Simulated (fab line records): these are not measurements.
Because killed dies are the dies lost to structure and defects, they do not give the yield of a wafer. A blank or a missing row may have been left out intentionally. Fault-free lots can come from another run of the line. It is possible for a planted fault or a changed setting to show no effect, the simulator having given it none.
Which tool was responsible? | flow gf180mcu | 24 lots, 72 wafers sampled, at 6 steps of a route of 602

WHAT EACH GAUGE READ, for each wafer
GF_M4_THK_MEAS_06: measures by xrf.
lot  | measured     | on            | M4_ALCU_THK (nm)
L074 | day 22 16:40 | film-metro-03 | 429 427 432
L075 | day 22 19:50 | film-metro-03 | 441 436 439
L076 | day 23 05:36 | film-metro-03 | 440 436 438
L077 | day 23 12:37 | film-metro-04 | 433 434 427
L078 | day 23 20:27 | film-metro-03 | 434 434 437
L079 | day 24 06:02 | film-metro-03 | 432 433 432
L080 | day 24 16:10 | film-metro-03 | 431 434 433
L081 | day 25 03:27 | film-metro-02 | 440 436 436
L082 | day 25 09:27 | film-metro-04 | 434 439 434
L083 | day 25 19:00 | film-metro-02 | 440 432 441
L084 | day 26 04:03 | film-metro-04 | 438 435 430
L085 | day 26 06:34 | film-metro-02 | 430 431 430
L086 | day 26 21:52 | film-metro-04 | 434 435 434
L087 | day 26 23:17 | film-metro-03 | 432 436 431
L088 | day 27 21:57 | film-metro-03 | 436 439 439
L090 | day 28 05:23 | film-metro-03 | 430 424 430
L089 | day 28 06:38 | film-metro-04 | 440 441 440
L091 | day 28 07:40 | film-metro-02 | 436 438 441
L092 | day 28 10:14 | film-metro-03 | 438 435 437
L093 | day 28 16:19 | film-metro-03 | 435 433 435
L094 | day 29 07:58 | film-metro-03 | 432 434 430
L095 | day 29 14:44 | film-metro-02 | 434 431 429
L096 | day 29 21:46 | film-metro-03 | 436 436 436
L097 | day 30 05:51 | film-metro-02 | 440 441 443

GF_V4_BOW_MEAS_05.
lot  | measured     | on            | V4_BOW (um)
L074 | day 23 16:40 | film-metro-01 | 126 134 131
L075 | day 23 19:53 | film-metro-01 | 144 137 139
L076 | day 24 05:40 | film-metro-04 | 128 122 140
L077 | day 24 12:33 | film-metro-01 | 132 141 137
L078 | day 24 23:18 | film-metro-02 | 144 130 132
L079 | day 25 05:48 | film-metro-02 | 119 121 116
L080 | day 25 14:58 | film-metro-02 | 141 123 130
L081 | day 26 02:08 | film-metro-04 | 127 123 123
L082 | day 26 07:49 | film-metro-01 | 132 137 125
L083 | day 26 16:52 | film-metro-02 | 138 130 130
L084 | day 27 01:46 | film-metro-04 | 147 144 147
L085 | day 27 05:06 | film-metro-04 | 134 139 130
L086 | day 27 19:24 | film-metro-01 | 145 150 149
L087 | day 27 19:49 | film-metro-02 | 132 131 135
L088 | day 28 18:41 | film-metro-04 | 138 126 137
L090 | day 29 01:47 | film-metro-02 | 134 133 122
L089 | day 29 02:47 | film-metro-01 | 149 153 153
L091 | day 29 04:06 | film-metro-04 | 127 126 136
L092 | day 29 07:13 | film-metro-01 | 149 155 138
L093 | day 29 12:04 | film-metro-01 | 130 125 132
L094 | day 30 04:01 | film-metro-02 | 143 140 144
L095 | day 30 09:44 | film-metro-01 | 149 141 151
L096 | day 30 16:59 | film-metro-01 | 139 147 140
L097 | day 31 00:26 | film-metro-04 | 138 123 143

GF_V5_THK_MEAS_01.
lot  | measured     | on            | V5_CVD_00_THK (nm)
L074 | day 26 13:49 | film-metro-01 | 296.3 295.2 295.6
L075 | day 26 15:48 | film-metro-03 | 293.4 291.6 293.1
L076 | day 26 23:57 | film-metro-01 | 294.3 294.4 296.9
L077 | day 27 05:31 | film-metro-02 | 291.0 293.2 293.6
L078 | day 27 16:35 | film-metro-03 | 290.1 294.8 293.9
L079 | day 27 23:19 | film-metro-02 | 293.8 297.9 293.9
L080 | day 28 07:22 | film-metro-02 | 294.1 289.7 297.0
L081 | day 28 16:56 | film-metro-01 | 291.2 291.3 290.6
L082 | day 28 21:54 | film-metro-02 | 293.1 293.0 293.7
L083 | day 29 06:16 | film-metro-03 | 290.3 290.7 290.2
L084 | day 29 15:07 | film-metro-01 | 297.1 298.7 298.8
L085 | day 29 18:00 | film-metro-01 | 289.0 292.3 290.5
L086 | day 30 07:47 | film-metro-02 | 294.7 293.9 296.4
L087 | day 30 08:36 | film-metro-03 | 292.1 296.0 298.2
L088 | day 31 06:17 | film-metro-01 | 288.6 291.0 287.9
L090 | day 31 11:16 | film-metro-01 | 296.9 295.9 298.1
L089 | day 31 13:36 | film-metro-03 | 295.4 299.1 294.6
L091 | day 31 14:29 | film-metro-02 | 293.8 297.2 292.1
L092 | day 31 16:15 | film-metro-01 | 293.5 297.6 295.6
L093 | day 31 20:40 | film-metro-02 | 291.0 294.3 294.0
L094 | day 32 11:58 | film-metro-03 | 299.3 293.8 296.4
L095 | day 32 17:26 | film-metro-02 | 295.0 297.2 294.7
L096 | day 32 23:09 | film-metro-03 | 291.0 293.6 292.0
L097 | day 33 06:23 | film-metro-03 | 290.9 291.9 290.3

GF_V5_CD_MEAS_14: target cd 260 nm.
lot  | measured     | on        | cd-nm (nm)
L074 | day 27 10:05 | cd-sem-01 | 258.5 259.6 258.2
L075 | day 27 12:49 | cd-sem-02 | 259.4 258.2 258.9
L076 | day 27 20:38 | cd-sem-01 | 259.8 258.7 259.4
L077 | day 28 01:55 | cd-sem-02 | 260.5 261.3 260.4
L078 | day 28 11:39 | cd-sem-02 | 260.5 260.3 261.2
L079 | day 28 19:01 | cd-sem-01 | 258.0 258.8 258.3
L080 | day 29 03:12 | cd-sem-02 | 259.6 260.1 261.1
L081 | day 29 13:11 | cd-sem-02 | 259.9 258.4 259.0
L082 | day 29 17:45 | cd-sem-01 | 258.1 257.7 259.0
L083 | day 30 01:30 | cd-sem-02 | 257.9 259.2 258.4
L084 | day 30 10:30 | cd-sem-02 | 257.7 258.7 257.4
L085 | day 30 12:53 | cd-sem-02 | 260.8 260.9 260.1
L086 | day 31 02:26 | cd-sem-02 | 261.7 262.0 261.9
L087 | day 31 03:29 | cd-sem-02 | 260.3 261.2 260.7
L088 | day 31 23:20 | cd-sem-02 | 261.4 262.0 260.8
L090 | day 32 04:52 | cd-sem-02 | 259.0 260.2 260.6
L089 | day 32 07:13 | cd-sem-02 | 261.6 260.8 260.8
L091 | day 32 08:01 | cd-sem-02 | 260.7 259.6 260.4
L092 | day 32 09:04 | cd-sem-02 | 258.4 258.2 259.6
L093 | day 32 14:10 | cd-sem-02 | 259.4 259.1 259.3
L094 | day 33 04:42 | cd-sem-02 | 260.3 261.2 259.3
L095 | day 33 09:47 | cd-sem-02 | 258.9 258.7 258.4
L096 | day 33 16:10 | cd-sem-02 | 260.7 259.5 259.9
L097 | day 33 23:23 | cd-sem-02 | 261.3 260.6 261.9

WHAT TOOL EACH LOT RAN ON (gives the tool, then ch and the chambers of the sampled wafers, and finally the start)
lot  | GF_V4_SPUTTER_21             | GF_MIM_SPUTTER_02
L074 | pvd-sputter-02, day 24 16:22 | pvd-sputter-03, day 24 17:12
L075 | pvd-sputter-03, day 24 19:31 | pvd-sputter-02, day 24 20:20
L076 | pvd-sputter-03, day 25 04:16 | pvd-sputter-04, day 25 05:06
L077 | pvd-sputter-03, day 25 09:13 | pvd-sputter-04, day 25 10:02
L078 | pvd-sputter-02, day 25 20:58 | pvd-sputter-03, day 25 21:48
L079 | pvd-sputter-01, day 26 04:16 | pvd-sputter-02, day 26 05:05
L080 | pvd-sputter-02, day 26 13:05 | pvd-sputter-03, day 26 13:54
L081 | pvd-sputter-03, day 26 23:31 | pvd-sputter-02, day 27 00:21
L082 | pvd-sputter-01, day 27 05:17 | pvd-sputter-02, day 27 06:06
L083 | pvd-sputter-01, day 27 13:50 | pvd-sputter-03, day 27 14:39
L084 | pvd-sputter-03, day 27 22:13 | pvd-sputter-02, day 27 23:20
L085 | pvd-sputter-02, day 28 02:04 | pvd-sputter-03, day 28 02:53
L086 | pvd-sputter-01, day 28 15:34 | pvd-sputter-03, day 28 16:23
L087 | pvd-sputter-03, day 28 15:54 | pvd-sputter-04, day 28 16:44
L088 | pvd-sputter-03, day 29 15:07 | pvd-sputter-02, day 29 15:56
L090 | pvd-sputter-03, day 29 21:16 | pvd-sputter-03, day 29 22:05
L089 | pvd-sputter-03, day 29 23:01 | pvd-sputter-03, day 29 23:51
L091 | pvd-sputter-01, day 30 00:23 | pvd-sputter-02, day 30 01:20
L092 | pvd-sputter-03, day 30 02:32 | pvd-sputter-02, day 30 03:28
L093 | pvd-sputter-01, day 30 07:22 | pvd-sputter-03, day 30 08:12
L094 | pvd-sputter-02, day 30 23:00 | pvd-sputter-03, day 30 23:50
L095 | pvd-sputter-02, day 31 05:13 | pvd-sputter-03, day 31 06:02
L096 | pvd-sputter-03, day 31 11:27 | pvd-sputter-04, day 31 12:16
L097 | pvd-sputter-03, day 31 19:25 | pvd-sputter-02, day 31 20:31
- GF_V4_SPUTTER_21: material Ti, target thk 15 nm, time 81.17 s.
- GF_MIM_SPUTTER_02: material AlCu, target thk 450 nm, time 23.9 s.

AS READ BY THE TOOLS THEMSELVES (means over the sampled wafers that have a number; for cases with no such wafer, the mark the record gives instead)
GF_V4_SPUTTER_21.
lot  | tool           | throttle-valve-pct (%)
L074 | pvd-sputter-02 | 30.5
L075 | pvd-sputter-03 | 30.3
L076 | pvd-sputter-03 | 30.1
L077 | pvd-sputter-03 | 29.9
L078 | pvd-sputter-02 | 30.7
L079 | pvd-sputter-01 | 31.6
L080 | pvd-sputter-02 | 30.7
L081 | pvd-sputter-03 | 30.1
L082 | pvd-sputter-01 | 30.7
L083 | pvd-sputter-01 | 31.2
L084 | pvd-sputter-03 | 30.4
L085 | pvd-sputter-02 | 30.8
L086 | pvd-sputter-01 | 30.6
L087 | pvd-sputter-03 | 29.6
L088 | pvd-sputter-03 | 30.2
L090 | pvd-sputter-03 | 29.8
L089 | pvd-sputter-03 | 29.8
L091 | pvd-sputter-01 | 31.6
L092 | pvd-sputter-03 | 30.0
L093 | pvd-sputter-01 | 31.1
L094 | pvd-sputter-02 | 30.6
L095 | pvd-sputter-02 | 30.1
L096 | pvd-sputter-03 | 30.3
L097 | pvd-sputter-03 | 29.9

GF_MIM_SPUTTER_02.
lot  | tool           | throttle-valve-pct (%)
L074 | pvd-sputter-03 | 30.2
L075 | pvd-sputter-02 | 30.4
L076 | pvd-sputter-04 | 31.0
L077 | pvd-sputter-04 | 31.0
L078 | pvd-sputter-03 | 29.6
L079 | pvd-sputter-02 | 30.6
L080 | pvd-sputter-03 | 30.0
L081 | pvd-sputter-02 | 30.5
L082 | pvd-sputter-02 | 30.7
L083 | pvd-sputter-03 | 29.9
L084 | pvd-sputter-02 | 30.1
L085 | pvd-sputter-03 | 30.0
L086 | pvd-sputter-03 | 30.1
L087 | pvd-sputter-04 | 30.6
L088 | pvd-sputter-02 | 30.9
L090 | pvd-sputter-03 | 30.2
L089 | pvd-sputter-03 | 29.6
L091 | pvd-sputter-02 | 30.6
L092 | pvd-sputter-02 | 30.5
L093 | pvd-sputter-03 | 30.1
L094 | pvd-sputter-03 | 30.3
L095 | pvd-sputter-03 | 30.1
L096 | pvd-sputter-04 | 31.1
L097 | pvd-sputter-02 | 30.2

THE ANSWER, worked out from the rows above alone
Rule: the usual values come from the lots themselves. The widest of any qualifying gaps counts: lots, ordered by their means at a reading, are off when they make up no more than a third of the lots, leave a main group of 4 or more, and stand apart from it by 3 or more times the standard deviation of that group's means. The tables above print the reading to a certain number of digits; a main group whose means all agree to those digits is not used. Also off: a lot with no number at a reading for which 4 or more lots have one. Any other lot the step has rows for is counted as sound. First the gauges in route order, then the tools' own readings, where a lot's mean is used as printed above. The first step at which some lot is off is used, and at that step the reading that is off furthest; a lot without a number counts as furthest.
Across all readings shown, no lot is off: no conclusion can be drawn from this.

WHAT HAD BEEN PUT IN BY THE SIMULATOR
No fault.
